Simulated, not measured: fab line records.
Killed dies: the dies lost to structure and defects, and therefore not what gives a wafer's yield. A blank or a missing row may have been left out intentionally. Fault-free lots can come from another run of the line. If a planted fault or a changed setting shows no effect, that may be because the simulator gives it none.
Which tool was responsible? / flow gf180mcu / 6 lots, 18 wafers sampled, at 2 steps of a route of 602

## WHAT EACH GAUGE READ, for each wafer
GF_V5_THK_MEAS_01.
lot=L663; measured=day 26 15:07; on=film_metro-04; V5_CVD_00_THK (nm)=300 299 302
lot=L665; measured=day 27 12:38; on=film_metro-03; V5_CVD_00_THK (nm)=296 302 296
lot=L667; measured=day 28 02:39; on=film_metro-02; V5_CVD_00_THK (nm)=294 293 304
lot=L674; measured=day 30 05:14; on=film_metro-04; V5_CVD_00_THK (nm)=301 298 299
lot=L679; measured=day 31 10:44; on=film_metro-02; V5_CVD_00_THK (nm)=292 300 295
lot=L681; measured=day 32 00:57; on=film_metro-04; V5_CVD_00_THK (nm)=296 304 304

## WHICH TOOL RAN EACH LOT (tool, then ch and the chambers of the sampled wafers, then the start)
lot=L663; GF_M5_EXPOSE_04=krf_scanner-01 ch 0, day 26 03:49
lot=L665; GF_M5_EXPOSE_04=krf_scanner-01 ch 0, day 27 01:47
lot=L667; GF_M5_EXPOSE_04=krf_scanner-02 ch 0, day 27 16:19
lot=L674; GF_M5_EXPOSE_04=krf_scanner-02 ch 0, day 29 18:51
lot=L679; GF_M5_EXPOSE_04=krf_scanner-01 ch 0, day 31 01:04
lot=L681; GF_M5_EXPOSE_04=krf_scanner-01 ch 0, day 31 15:40
- GF_M5_EXPOSE_04: exposes mask Metal5, target cd 280 nm.

## THE ANSWER, worked out from the rows above alone
Rule: usual is defined by the lots themselves. The widest of any qualifying gaps counts: lots, ordered by their means at a reading, are off when they make up no more than a third of the lots, leave a main group of 4 or more, and stand apart from it by 3 or more times the standard deviation of that group's means. The tables above print the reading to a certain number of digits; a main group whose means all agree to those digits is not used. A lot without any number at a reading at which 4 lots or more have one is off too. Any other lot the step has rows for is counted as sound.
Across all readings shown, no lot is off: no conclusion can be drawn from this.

## WHAT THE SIMULATOR HAD PUT IN
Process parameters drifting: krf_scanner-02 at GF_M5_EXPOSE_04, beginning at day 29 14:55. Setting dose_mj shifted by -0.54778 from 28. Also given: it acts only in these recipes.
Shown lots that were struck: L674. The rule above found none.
